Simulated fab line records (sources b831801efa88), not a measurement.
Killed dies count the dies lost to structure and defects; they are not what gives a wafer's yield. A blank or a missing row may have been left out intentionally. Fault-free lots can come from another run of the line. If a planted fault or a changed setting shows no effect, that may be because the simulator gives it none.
Shared-tool check / flow sky130 / Sample size 14 lots and 48 wafers

REASON FOR OPENING
Of 14 lots, 2 have the reading METAL2_ALCU_THK flagged at SKY_METAL2_THK_MEAS_06. No-fault wafers: 250.0 nm, standard deviation 2.4.
Rule: a lot is flagged in two cases, either no wafer of it has a number, or all its wafers with numbers fall more than 4 standard deviations from that mean. All remaining lots are regarded as sound.

lot=L737; measured=day 33 18:25; on=film metro-02; METAL2_ALCU_THK (nm), wafer by wafer=249.0 247.4 249.8; flag=
lot=L739; measured=day 34 13:51; on=film metro-02; METAL2_ALCU_THK (nm), wafer by wafer=247.6 249.8 248.4; flag=
lot=L742; measured=day 35 14:40; on=film metro-01; METAL2_ALCU_THK (nm), wafer by wafer=247.3 252.4 248.7; flag=
lot=L743; measured=day 35 16:55; on=film metro-01; METAL2_ALCU_THK (nm), wafer by wafer=249.1 251.4 250.9; flag=
lot=L744; measured=day 36 03:01; on=film metro-04; METAL2_ALCU_THK (nm), wafer by wafer=250.5 249.4 248.1; flag=
lot=L747; measured=day 37 12:29; on=film metro-04; METAL2_ALCU_THK (nm), wafer by wafer=290.3 294.0 291.3 290.2 293.7 291.4; flag=FLAGGED
lot=L748; measured=day 37 17:40; on=film metro-02; METAL2_ALCU_THK (nm), wafer by wafer=291.0 288.0 286.7 288.4 289.0 287.7; flag=FLAGGED
lot=L753; measured=day 39 06:40; on=film metro-04; METAL2_ALCU_THK (nm), wafer by wafer=248.4 245.1 247.5; flag=
lot=L755; measured=day 39 15:28; on=film metro-01; METAL2_ALCU_THK (nm), wafer by wafer=250.0 249.4 248.5; flag=
lot=L754; measured=day 39 16:17; on=film metro-04; METAL2_ALCU_THK (nm), wafer by wafer=247.5 248.3 249.2; flag=
lot=L756; measured=day 39 19:35; on=film metro-02; METAL2_ALCU_THK (nm), wafer by wafer=254.2 255.4 254.6; flag=
lot=L758; measured=day 40 09:17; on=film metro-04; METAL2_ALCU_THK (nm), wafer by wafer=251.4 249.7 248.3; flag=
lot=L760; measured=day 40 19:44; on=film metro-04; METAL2_ALCU_THK (nm), wafer by wafer=249.4 251.3 251.0; flag=
lot=L759; measured=day 41 02:16; on=film metro-04; METAL2_ALCU_THK (nm), wafer by wafer=246.8 248.2 251.8; flag=
On average the flagged lots' numbers are 290.1 nm, which is +40.1 nm against the usual, or +17 standard deviations.

LOT BY LOT: THE TOOL USED
The record holds 2 process steps before the reading, out of a route of 708 steps. Each cell gives the tool, then ch followed by the chambers the sampled wafers passed through, then the start.
lot=L737; flag=; SKY_CONTACT_STRIP_19=plasma asher-01 ch 0,1, day 31 08:03; SKY_METAL2_SPUTTER_04=pvd sputter-03, day 33 18:14
lot=L739; flag=; SKY_CONTACT_STRIP_19=plasma asher-03 ch 1, day 32 03:23; SKY_METAL2_SPUTTER_04=pvd sputter-01, day 34 13:41
lot=L742; flag=; SKY_CONTACT_STRIP_19=plasma asher-01 ch 0,1, day 33 06:36; SKY_METAL2_SPUTTER_04=pvd sputter-01, day 35 14:28
lot=L743; flag=; SKY_CONTACT_STRIP_19=plasma asher-02 ch 1, day 33 09:01; SKY_METAL2_SPUTTER_04=pvd sputter-01, day 35 16:45
lot=L744; flag=; SKY_CONTACT_STRIP_19=plasma asher-02 ch 0,1, day 33 18:14; SKY_METAL2_SPUTTER_04=pvd sputter-01, day 36 02:49
lot=L747; flag=FLAGGED; SKY_CONTACT_STRIP_19=plasma asher-02 ch 0,1, day 34 21:13; SKY_METAL2_SPUTTER_04=pvd sputter-03, day 37 09:58
lot=L748; flag=FLAGGED; SKY_CONTACT_STRIP_19=plasma asher-01 ch 0,1, day 35 06:14; SKY_METAL2_SPUTTER_04=pvd sputter-03, day 37 14:39
lot=L753; flag=; SKY_CONTACT_STRIP_19=plasma asher-01 ch 0,1, day 36 22:48; SKY_METAL2_SPUTTER_04=pvd sputter-04, day 39 06:29
lot=L755; flag=; SKY_CONTACT_STRIP_19=plasma asher-02 ch 0,1, day 37 08:24; SKY_METAL2_SPUTTER_04=pvd sputter-04, day 39 15:18
lot=L754; flag=; SKY_CONTACT_STRIP_19=plasma asher-02 ch 1, day 37 09:02; SKY_METAL2_SPUTTER_04=pvd sputter-01, day 39 16:07
lot=L756; flag=; SKY_CONTACT_STRIP_19=plasma asher-01 ch 0,1, day 37 12:55; SKY_METAL2_SPUTTER_04=pvd sputter-04, day 39 19:25
lot=L758; flag=; SKY_CONTACT_STRIP_19=plasma asher-03 ch 0,1, day 38 02:57; SKY_METAL2_SPUTTER_04=pvd sputter-04, day 40 09:05
lot=L760; flag=; SKY_CONTACT_STRIP_19=plasma asher-03 ch 1, day 38 13:55; SKY_METAL2_SPUTTER_04=pvd sputter-03, day 40 19:34
lot=L759; flag=; SKY_CONTACT_STRIP_19=plasma asher-02 ch 0,1, day 38 20:49; SKY_METAL2_SPUTTER_04=pvd sputter-01, day 41 02:05
What the steps here do:
- SKY_CONTACT_STRIP_19: strips in O2/N2.
- SKY_METAL2_SPUTTER_04: material TiN, target thk 70 nm, time 58.3 s.
- SKY_METAL2_THK_MEAS_06: measures by xrf.

FLAGGED OVER TOTAL, TOOL BY TOOL (the gauges that took the reading come last)
step=SKY_CONTACT_STRIP_19; tool=plasma asher-01; lots run=5; flagged=1; share of the flagged lots=some; sound lots run after its first flagged lot=2 (L753,L756)
step=SKY_CONTACT_STRIP_19; tool=plasma asher-02; lots run=6; flagged=1; share of the flagged lots=some; sound lots run after its first flagged lot=3 (L755,L754,L759)
step=SKY_CONTACT_STRIP_19; tool=plasma asher-03; lots run=3; flagged=0; share of the flagged lots=none; sound lots run after its first flagged lot=-
step=SKY_METAL2_SPUTTER_04; tool=pvd sputter-01; lots run=6; flagged=0; share of the flagged lots=none; sound lots run after its first flagged lot=-
step=SKY_METAL2_SPUTTER_04; tool=pvd sputter-03; lots run=4; flagged=2; share of the flagged lots=all; sound lots run after its first flagged lot=1 (L760)
step=SKY_METAL2_SPUTTER_04; tool=pvd sputter-04; lots run=4; flagged=0; share of the flagged lots=none; sound lots run after its first flagged lot=-
step=SKY_METAL2_THK_MEAS_06; tool=film metro-01; lots run=3; flagged=0; share of the flagged lots=none; sound lots run after its first flagged lot=-
step=SKY_METAL2_THK_MEAS_06; tool=film metro-02; lots run=4; flagged=1; share of the flagged lots=some; sound lots run after its first flagged lot=1 (L756)
step=SKY_METAL2_THK_MEAS_06; tool=film metro-04; lots run=7; flagged=1; share of the flagged lots=some; sound lots run after its first flagged lot=5 (L753,L754,L758,L760,L759)

WHAT IS ALLOWED BY THE TABLE
Rows of the table that ran each flagged lot: 1, that is pvd sputter-03 at SKY_METAL2_SPUTTER_04.
- pvd sputter-03 at SKY_METAL2_SPUTTER_04 ran 4 lots, 2 of them flagged. Lots that were sound ran on it after the first flagged one (L760); a persistent fault on the entire tool would not allow that. On the flagged lots its readings are blank where sound lots have values: cathode dc power W, chamber pressure pa, throttle valve pct.
No row of the table ran every flagged lot and no sound lot after the first.

WHAT HAD BEEN PUT IN BY THE SIMULATOR
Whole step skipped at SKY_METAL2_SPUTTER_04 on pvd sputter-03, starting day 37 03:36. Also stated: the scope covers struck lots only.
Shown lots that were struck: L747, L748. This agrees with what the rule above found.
